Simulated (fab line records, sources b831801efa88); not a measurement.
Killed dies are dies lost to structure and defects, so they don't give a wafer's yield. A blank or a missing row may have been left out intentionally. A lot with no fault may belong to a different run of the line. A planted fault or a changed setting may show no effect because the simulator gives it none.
Struck lot and sound lot, side by side -- flow gf180mcu -- 43 steps out of a route of 602
Sound: wafers L294.3, L294.5, L294.6. Struck: wafer L312.6 (left out: L312.1, L312.4 of the same lot, which were not struck); the cause appears at the end.
At each step with rows: each side's tool, then ch and its chambers, then its first start. Under that, the readings that differ: sound wafers -- struck wafers -- difference of the means -- sigmas: that difference in standard deviations of wafers without a fault.
alike: readings whose means differ by less than 2 such deviations, and words and numbers that are the same on both sides. not compared: withheld readings, readings that some wafer has no value for, bounds like >300 that may hide the same value, and numbers for which the record gives no deviation and whose values overlap.
The two part at a step that has a row with sigmas, a row that says differs or no value, or rows on one side only. Numbers that don't overlap but have no deviation are shown without sigmas and don't part them. A reading missing from all wafers of one side parts the sides only when that side holds two or more wafers.

first, 8 steps without rows for these wafers: GF_CONTACT_DEHYDRATE_06 (time 60 s); GF_CONTACT_HMDS_07 (prime time 60 s); GF_CONTACT_COAT_08; GF_CONTACT_COAT_09 (resist thk 1000 nm); GF_CONTACT_SOFTBAKE_10 (time 60 s); GF_CONTACT_EXPOSE_11 (exposes mask Contact, target cd 220 nm); GF_CONTACT_PEB_12 (peb time 90 s); GF_CONTACT_DEVELOP_13 (develop time 60 s).
GF_CONTACT_CD_MEAS_14: the cd target is 220 nm.
  sound on cd_sem-02 at day 17 12:19; struck on cd_sem-01 at day 23 00:53
  alike: cd_nm
GF_CONTACT_OVL_MEAS_15:
  sound on overlay-02 at day 17 12:25; struck on overlay-01 at day 23 01:01
  alike: CONTACT_OVL
then, 1 step without rows for these wafers: GF_CONTACT_ETCH_16 (etches BARC in N2/H2).
GF_CONTACT_ETCH_17: etches SiO2 in C4F8/O2/Ar, stops on CoSi2, target depth 860 nm.
  sound on rie_diel-02 ch 0,1; struck on rie_diel-01 ch 1
  alike: oes_product_au
GF_CONTACT_STRIP_18: strips in O2/N2.
  sound on plasma_asher-04 ch 0,1, day 17 12:38; struck on plasma_asher-01 ch 1, day 23 01:13
reading,sound,struck,difference,sigmas
drypump_motor_current_A (A),6.4 5.7 6.5,5.3,-0.9,-3
  alike: heater_power_w, oes_product_au, platen_temp_c
  not compared: rf_hours_counter_h
then, 4 steps without rows for these wafers: GF_CONTACT_CLEAN_19 (cleans in SPM); GF_CONTACT_CLEAN_20 (cleans in DIW); GF_CONTACT_CLEAN_21 (cleans in dHF, time 20 s); GF_CONTACT_SPUTTER_22 (material Ti, target thk 15 nm, time 80.02 s).
GF_CONTACT_SPUTTER_23: material TiN, target thk 10 nm, time 40 s.
  sound on pvd_sputter-02 at day 17 12:58; struck on pvd_sputter-02 at day 23 01:35
  alike: chamber_pressure_pa, throttle_valve_pct
then, 1 step without rows for these wafers: GF_CONTACT_CVD_24 (deposits W, target thk 300 nm, time 90.339 s).
GF_CONTACT_RS_MEAS_25: measurement is done with a four-point probe.
  sound on film_metro-03 at day 17 13:08; struck on film_metro-04 at day 23 01:43
  alike: CONTACT_W_RS
GF_CONTACT_THK_MEAS_26: measures by xrf.
  sound on film_metro-03 at day 17 13:14; struck on film_metro-04 at day 23 01:50
  alike: CONTACT_W_THK
then, 3 steps without rows for these wafers: GF_CONTACT_CMP_27 (polishes, stops on SiO2, t overpolish 15 s, target thk 0 nm); GF_M1_SPUTTER_00 (material Ti, target thk 37.5 nm, time 150 s); GF_M1_SPUTTER_01 (material TiN, target thk 30 nm, time 25 s).
GF_M1_SPUTTER_02: material AlCu, target thk 450 nm, time 23.9 s.
  sound on pvd_sputter-02 at day 17 13:43; struck on pvd_sputter-04 at day 23 02:22
  alike: chamber_pressure_pa, throttle_valve_pct
GF_M1_SPUTTER_03: material Ti, target thk 10 nm, time 6.7 s.
  sound on pvd_sputter-02 at day 17 13:44; struck on pvd_sputter-04 at day 23 02:24
  alike: chamber_pressure_pa, throttle_valve_pct
then, 1 step without rows for these wafers: GF_M1_SPUTTER_04 (material TiN, target thk 50 nm, time 41.7 s).
GF_M1_RS_MEAS_05: measurement is done with a four-point probe.
  sound on film_metro-02 at day 17 13:50; struck on film_metro-02 at day 23 02:28
  alike: M1_ALCU_RS
GF_M1_THK_MEAS_06: measures by xrf.
  sound on film_metro-02 at day 17 13:56; struck on film_metro-02 at day 23 02:35
  alike: M1_ALCU_THK
then, 7 steps without rows for these wafers: GF_M1_DEHYDRATE_07 (time 60 s); GF_M1_HMDS_08 (prime time 60 s); GF_M1_COAT_09 (resist thk 1000 nm); GF_M1_SOFTBAKE_10 (time 60 s); GF_M1_EXPOSE_11 (exposes mask Metal1, target cd 230 nm); GF_M1_PEB_12 (peb time 90 s); GF_M1_DEVELOP_13 (develop time 60 s).
GF_M1_CD_MEAS_14: the cd target is 230 nm.
  sound on cd_sem-01 at day 18 13:10; struck on cd_sem-01 at day 24 00:47
  alike: cd_nm
GF_M1_OVL_MEAS_15:
  sound on overlay-01 at day 18 13:16; struck on overlay-02 at day 24 00:54
  alike: M1_OVL
GF_M1_METAL_ETCH_16: etches the open film in Cl2/BCl3, stops on SiO2, target depth 750.8 nm, time 125.1 s.
  sound on rie_metal-02 ch 0,1, day 18 13:20; struck on rie_metal-02 ch 0, day 24 00:56
  alike: drypump_motor_current_A, oes_product_au, throttle_valve_pct
  not compared: rf_hours_counter_h
then, 3 steps without rows for these wafers: GF_M1_STRIP_17 (strips in O2/N2); GF_M1_STRIP_18 (strips in post etch residue remover, time 1200 s); GF_M1_CLEAN_19 (cleans in DIW).
-- the record jumps here: 10 days lie between the struck wafers' starts before and after (it left off in module M1 and takes up again in module PASSIVATION, whose first step shown is number 602 of the route) --
GF_PASSIVATION_PROBE_99:
  only the struck wafers here have rows in the record (prober-02, day 34 02:10); the sound ones have none

WHERE THEY PART
Earliest at GF_CONTACT_STRIP_18; latest, in this record, at GF_PASSIVATION_PROBE_99.

WHY: whatever the simulator had introduced
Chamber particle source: plasma_asher-01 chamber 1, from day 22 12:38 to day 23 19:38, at GF_CONTACT_STRIP_18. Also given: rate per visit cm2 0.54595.
